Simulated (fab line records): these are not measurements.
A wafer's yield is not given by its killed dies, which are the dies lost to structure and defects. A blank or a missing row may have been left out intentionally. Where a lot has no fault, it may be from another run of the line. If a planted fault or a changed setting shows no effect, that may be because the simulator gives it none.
Struck lot and sound lot, side by side -- flow sky130 -- 14 steps out of a route of 708
Sound: wafers L350.1, L350.3, L350.6. Struck: wafers L343.1, L343.3, L343.4. The cause is given at the end.
Order at every step that has rows: each side's tool, ch and its chambers, its first start. Under that, the readings that differ: sound wafers -- struck wafers -- difference of the means -- sigmas: that difference in standard deviations of wafers without a fault.
alike: readings with means less than 2 such deviations apart, plus words and numbers identical on both sides. not compared: withheld readings, readings lacking a value on some wafer, bounds such as >300 that could conceal the same value, and numbers that have no deviation in the record and whose values overlap.
The two part at a step that has a row with sigmas, a row that says differs or no value, or rows on one side only. Non-overlapping numbers with no deviation appear without sigmas and do not part them. A reading missing from all wafers of one side parts the sides only when that side holds two or more wafers.

first, 2 steps without rows for these wafers: SKY_VT_ADJUST_PCH_PEB_05; SKY_VT_ADJUST_PCH_DEVELOP_06 (develop time 60 s).
SKY_VT_ADJUST_PCH_OVL_MEAS_07:
  struck on overlay-02, day 14 12:08; sound on overlay-02, day 16 16:07
  alike: VT_ADJUST_PCH_OVL
after that, 1 step had no rows for these wafers: SKY_VT_ADJUST_PCH_IMPLANT_08.
SKY_VT_ADJUST_PCH_STRIP_09: strips in O2/N2.
  sound on plasmaAsher-04 ch 0, day 16 16:19; struck on plasmaAsher-04 ch 0,1, day 14 12:19
  alike: drypumpMotorCurrentA, oesProductAu, stripTimeToEndpointS
  not compared: rfHoursCounterH
SKY_VT_ADJUST_PCH_TW_MEAS_10:
  struck on filmMetro-04, day 14 12:25; sound on filmMetro-02, day 16 16:25
  alike: VT_ADJUST_PCH_TW
then, 6 steps without rows for these wafers: SKY_SONOS_TUNNEL_DEHYDRATE_00 (time 60 s); SKY_SONOS_TUNNEL_HMDS_01 (prime time 60 s); SKY_SONOS_TUNNEL_COAT_02 (resist thk 1140 nm); SKY_SONOS_TUNNEL_SOFTBAKE_03 (time 60 s); SKY_SONOS_TUNNEL_EXPOSE_04 (exposes mask TUNM, target cd 410 nm); SKY_SONOS_TUNNEL_PEB_05.
SKY_SONOS_TUNNEL_DEVELOP_06: develop time 60.75 s.
  struck on lithoTrack-03, day 15 15:35; sound on lithoTrack-03 ch 0, day 17 22:20
  no value came back on the struck wafers for chillPlateTempC (C), developTimeS (s); on the sound wafers chillPlateTempC (C) reads 22.92 22.85 22.88
SKY_SONOS_TUNNEL_CD_MEAS_07: the cd target is 410 nm.
  struck on cdSem-02, day 15 15:44; sound on cdSem-02, day 17 22:29
reading,sound,struck,difference,sigmas
cdNm (nm),414.1 414.2 414.8,- - -,no value on the struck wafers,

== WHERE THEY PART ==
First at SKY_SONOS_TUNNEL_DEVELOP_06; last, within this record, at SKY_SONOS_TUNNEL_CD_MEAS_07.

WHY: the cause the simulator had injected
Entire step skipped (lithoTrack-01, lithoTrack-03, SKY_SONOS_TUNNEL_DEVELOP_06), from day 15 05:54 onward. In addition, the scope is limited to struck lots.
